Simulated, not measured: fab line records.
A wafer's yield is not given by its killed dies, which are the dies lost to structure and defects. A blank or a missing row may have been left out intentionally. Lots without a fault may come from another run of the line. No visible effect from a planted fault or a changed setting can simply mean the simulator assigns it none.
Chamber matching | flow gf180mcu | pecvd-04 running GF_V2_CVD_02: 3 sister chambers
The step deposits SiO2 from TEOS, target thk 850 nm, time 94.851 s. 6 wafers are shown with their chamber, then 7 later ones without.

== WAFERS WITH THEIR CHAMBER ==
wafer  | chamber | heater-power-w (W)
L559.6 | 2       | 804
L561.1 | 1       | 671
L561.3 | 0       | 753
L561.4 | 1       | 706
L563.1 | 2       | 772
L563.3 | 0       | 759

== WAFERS MISSING THEIR CHAMBER ==
wafer  | heater-power-w (W)
L563.6 | 802
L565.1 | 819
L565.3 | 709
L565.6 | 767
L567.3 | 699
L567.4 | 654
L567.5 | 750

== CHAMBER TAKEN BY EACH ==
wafer  | from the rows above     | in truth
L563.6 | can't be placed: 2 or 0 | 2
L565.1 | can't be placed: 2 or 0 | 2
L565.3 | can't be placed: 1 or 0 | 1
L565.6 | can't be placed: 0 or 2 | 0
L567.3 | 1                       | 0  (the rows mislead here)
L567.4 | 1                       | 1
L567.5 | can't be placed: 0 or 2 | 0
1 of 7 placed correctly. From these rows, 5 cannot be placed; in 5 the true chamber is one of the candidates. Number placed wrongly: 1.
How it was worked out, from the rows above alone: a wafer's distance from a chamber is the root of the sum, over the readings, of the square of ((its reading less the chamber's mean) divided by the reading's scatter). The wafer belongs to the nearest chamber; if the next one is less than 2 further off, it can't be placed. Each chamber's mean is taken over the wafers shown for it. The scatter is the square root of a quotient: the sum, over the shown wafers, of each reading's squared deviation from its chamber's mean, divided by wafers minus chambers.
